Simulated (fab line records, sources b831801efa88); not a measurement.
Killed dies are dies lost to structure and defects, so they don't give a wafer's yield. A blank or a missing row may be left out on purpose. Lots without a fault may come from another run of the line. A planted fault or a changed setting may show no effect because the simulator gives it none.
Which tool did it? | flow sky130 | 14 lots, 40 wafers sampled, at 1 step of a route of 708

WHAT THE GAUGES READ, wafer by wafer
The record holds no reading of a measuring or inspecting step that can be judged against a usual standard deviation.

WHICH TOOL RAN EACH LOT (tool, then ch and the chambers of the sampled wafers, then the start)
lot  | SKY_VIA2_SOFTBAKE_08
L278 | litho_track-01 ch 0, day 35 17:00
L279 | litho_track-03 ch 0, day 35 22:00
L280 | litho_track-04 ch 0, day 36 04:00
L281 | litho_track-04 ch 0, day 36 15:00
L282 | litho_track-03 ch 0, day 36 22:00
L289 | litho_track-03 ch 0, day 39 04:00
L291 | litho_track-03 ch 0, day 39 18:00
L292 | litho_track-03 ch 0, day 39 20:00
L295 | litho_track-04 ch 0, day 40 18:00
L297 | litho_track-01 ch 0, day 41 10:00
L298 | litho_track-04 ch 0, day 41 14:00
L299 | litho_track-01 ch 0, day 42 02:00
L300 | litho_track-04 ch 0, day 42 04:00
L301 | litho_track-01 ch 0, day 43 14:00
- SKY_VIA2_SOFTBAKE_08: time 90 s.

WHAT THE TOOLS THEMSELVES READ (means of the sampled wafers that have a number; where no wafer has one, the mark that the record gives instead)
SKY_VIA2_SOFTBAKE_08.
lot  | tool           | heater_power_total_W (W) | run_length_s (s)
L278 | litho_track-01 | 57.37                    | 119.05
L279 | litho_track-03 | 57.52                    | 119.06
L280 | litho_track-04 | 57.40                    | 119.52
L281 | litho_track-04 | 57.28                    | 119.58
L282 | litho_track-03 | 57.29                    | 119.17
L289 | litho_track-03 | 61.82                    | 100.54
L291 | litho_track-03 | 59.61                    | 109.94
L292 | litho_track-03 | 60.45                    | 106.77
L295 | litho_track-04 | 57.31                    | 119.60
L297 | litho_track-01 | 57.30                    | 119.10
L298 | litho_track-04 | 57.38                    | 119.62
L299 | litho_track-01 | 57.44                    | 118.96
L300 | litho_track-04 | 57.31                    | 119.60
L301 | litho_track-01 | 57.47                    | 119.03

THE ANSWER, worked out from the rows above alone
Rule: what is usual is taken from the lots themselves. Put in order of their means at a reading, lots are off if they are a third of the lots or fewer, leave a main group of 4 or more, and stand apart from it by a gap of 3 or more times the standard deviation of the main group's means; of several such gaps the widest counts. A main group whose means are all the same, to the digits that the tables above print for the reading, isn't used. A lot without any number at a reading at which 4 lots or more have one is off too. The other lots that the step has rows for count as sound. The gauges are gone through in route order, then the tools' own readings, and for those a lot's mean is taken as printed above. The first step at which some lot is off is used, and at that step the reading that is off furthest; a lot without a number counts as furthest.
Off: L289, L291, L292, at SKY_VIA2_SOFTBAKE_08 (run_length_s). The main group: mean 119.30 s, standard deviation 0.27.
A tool fits if, at that step or a process step before it, it ran every lot that is off, and no sound lot after the first of them. One fits: litho_track-03 at SKY_VIA2_SOFTBAKE_08. Its last sound lot is L282 (day 36 22:00), its first lot that is off L289 (day 39 04:00): a fault that began between those two fits.
The tool's own readings at SKY_VIA2_SOFTBAKE_08 bear it out: on the lots that are off they differ by more than 5 times the standard deviation of the sound lots' means. heater_power_total_W reads 60.63 W there against 57.37 W on the sound lots; run_length_s reads 105.75 s there against 119.30 s on the sound lots.

WHAT THE SIMULATOR HAD PUT IN
Process parameter drift: litho_track-03, from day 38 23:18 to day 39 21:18, at SKY_VIA2_SOFTBAKE_08. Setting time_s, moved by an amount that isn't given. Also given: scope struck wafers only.
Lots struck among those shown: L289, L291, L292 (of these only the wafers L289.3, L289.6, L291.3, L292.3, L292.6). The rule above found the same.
